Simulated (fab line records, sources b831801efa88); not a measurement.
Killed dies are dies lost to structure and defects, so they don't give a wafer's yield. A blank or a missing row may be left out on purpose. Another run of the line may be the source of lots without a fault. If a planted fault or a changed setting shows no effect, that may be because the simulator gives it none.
Split-lot experiment / flow gf180mcu / 23 wafers read across 5 lots, on a route 602 steps long

ON THE SPLIT
At GF_DUAL_GATE_STRIP_13 (strips in O2/N2), the setting power w was moved away from the recipe's 1400 W on 5 of the 23 wafers read, by -9.8% to -8.4%. All remaining wafers had this setting at the recipe value.

The reading is taken at the split's own step.

THE READING
oes product au, in a.u., at GF_DUAL_GATE_STRIP_13 (strips in O2/N2). A value of 0.716 a.u. with a standard deviation of 0.0047 a.u. is what fault-free wafers of this fab line usually give.

wafer=L074.1; tool, chamber at the split=plasma asher-02, 1; power w as run, W=1400; against the recipe=recipe; oes product au, a.u.=0.713; against lot-mates on the recipe=-
wafer=L074.2; tool, chamber at the split=plasma asher-02, 0; power w as run, W=1400; against the recipe=recipe; oes product au, a.u.=0.714; against lot-mates on the recipe=-
wafer=L074.4; tool, chamber at the split=plasma asher-02, 0; power w as run, W=1400; against the recipe=recipe; oes product au, a.u.=0.721; against lot-mates on the recipe=-
wafer=L074.5; tool, chamber at the split=plasma asher-02, 0; power w as run, W=1400; against the recipe=recipe; oes product au, a.u.=0.715; against lot-mates on the recipe=-
wafer=L074.6; tool, chamber at the split=plasma asher-02, 1; power w as run, W=1400; against the recipe=recipe; oes product au, a.u.=0.715; against lot-mates on the recipe=-
wafer=L075.1; tool, chamber at the split=plasma asher-04, 0; power w as run, W=1283; against the recipe=-8.4%; oes product au, a.u.=0.678; against lot-mates on the recipe=-0.034
wafer=L075.3; tool, chamber at the split=plasma asher-04, 0; power w as run, W=1400; against the recipe=recipe; oes product au, a.u.=0.708; against lot-mates on the recipe=-
wafer=L075.4; tool, chamber at the split=plasma asher-04, 1; power w as run, W=1283; against the recipe=-8.4%; oes product au, a.u.=0.685; against lot-mates on the recipe=-0.027
wafer=L075.5; tool, chamber at the split=plasma asher-04, 1; power w as run, W=1400; against the recipe=recipe; oes product au, a.u.=0.716; against lot-mates on the recipe=-
wafer=L075.6; tool, chamber at the split=plasma asher-04, 0; power w as run, W=1283; against the recipe=-8.4%; oes product au, a.u.=0.689; against lot-mates on the recipe=-0.023
wafer=L082.1; tool, chamber at the split=plasma asher-01, 1; power w as run, W=1263; against the recipe=-9.8%; oes product au, a.u.=0.681; against lot-mates on the recipe=-0.033
wafer=L082.2; tool, chamber at the split=plasma asher-01, 0; power w as run, W=1400; against the recipe=recipe; oes product au, a.u.=0.718; against lot-mates on the recipe=-
wafer=L082.3; tool, chamber at the split=plasma asher-01, 0; power w as run, W=1263; against the recipe=-9.8%; oes product au, a.u.=0.682; against lot-mates on the recipe=-0.032
wafer=L082.5; tool, chamber at the split=plasma asher-01, 1; power w as run, W=1400; against the recipe=recipe; oes product au, a.u.=0.712; against lot-mates on the recipe=-
wafer=L082.6; tool, chamber at the split=plasma asher-01, 0; power w as run, W=1400; against the recipe=recipe; oes product au, a.u.=0.711; against lot-mates on the recipe=-
wafer=L083.2; tool, chamber at the split=plasma asher-04, 1; power w as run, W=1400; against the recipe=recipe; oes product au, a.u.=0.709; against lot-mates on the recipe=-
wafer=L083.3; tool, chamber at the split=plasma asher-04, 0; power w as run, W=1400; against the recipe=recipe; oes product au, a.u.=0.711; against lot-mates on the recipe=-
wafer=L083.4; tool, chamber at the split=plasma asher-04, 1; power w as run, W=1400; against the recipe=recipe; oes product au, a.u.=0.712; against lot-mates on the recipe=-
wafer=L083.5; tool, chamber at the split=plasma asher-04, 1; power w as run, W=1400; against the recipe=recipe; oes product au, a.u.=0.722; against lot-mates on the recipe=-
wafer=L083.6; tool, chamber at the split=plasma asher-04, 0; power w as run, W=1400; against the recipe=recipe; oes product au, a.u.=0.711; against lot-mates on the recipe=-
wafer=L084.1; tool, chamber at the split=plasma asher-04, 1; power w as run, W=1400; against the recipe=recipe; oes product au, a.u.=0.717; against lot-mates on the recipe=-
wafer=L084.2; tool, chamber at the split=plasma asher-04, 0; power w as run, W=1400; against the recipe=recipe; oes product au, a.u.=0.721; against lot-mates on the recipe=-
wafer=L084.4; tool, chamber at the split=plasma asher-04, 1; power w as run, W=1400; against the recipe=recipe; oes product au, a.u.=0.716; against lot-mates on the recipe=-

THE FIT
A straight line over all 23 wafers: oes product au changes by +0.00352 a.u. for each +1% of power w; r = +0.96; the points scatter about the line by 0.0041 a.u.
The same after taking each lot's own level away (the mean of its wafers on the recipe; 23 wafers): +0.00332 a.u. for each +1%; r = +0.96; scatter 0.0037 a.u.
The reading moves by 0.032 a.u. for the largest change in power w, on that fit.
Measured against the standard deviation above, the lots' own levels, which go from 0.7120 to 0.7180 a.u., span 1.3 times it.
So the lot-to-lot level changes the slope little: the two slopes agree.
Check: for one of the wafers moved furthest among these (-9.8%), held out of the fit, the line's prediction against its lot-mates is -0.0324 a.u. Against them it came out at -0.0327 a.u.
Tool readings at the split's step, against how far the setting was moved: oes product au r = +0.96; strip time to endpoint s r = -0.99.

THE WHOLE CHAIN: every reading that the file lists as answering this split, in the file's order
step=GF_DUAL_GATE_STRIP_13; what it does=strips in O2/N2; reading=oes product au; change (the file's fit)=+0.0033 a.u. for each +1% of the setting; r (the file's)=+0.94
step=GF_DUAL_GATE_STRIP_13; what it does=strips in O2/N2; reading=strip time to endpoint s; change (the file's fit)=withheld for each +1% of the setting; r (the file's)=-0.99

FILE'S OWN FIT
oes product au changes by +0.0033 a.u. for each +1% of power w, r = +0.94.
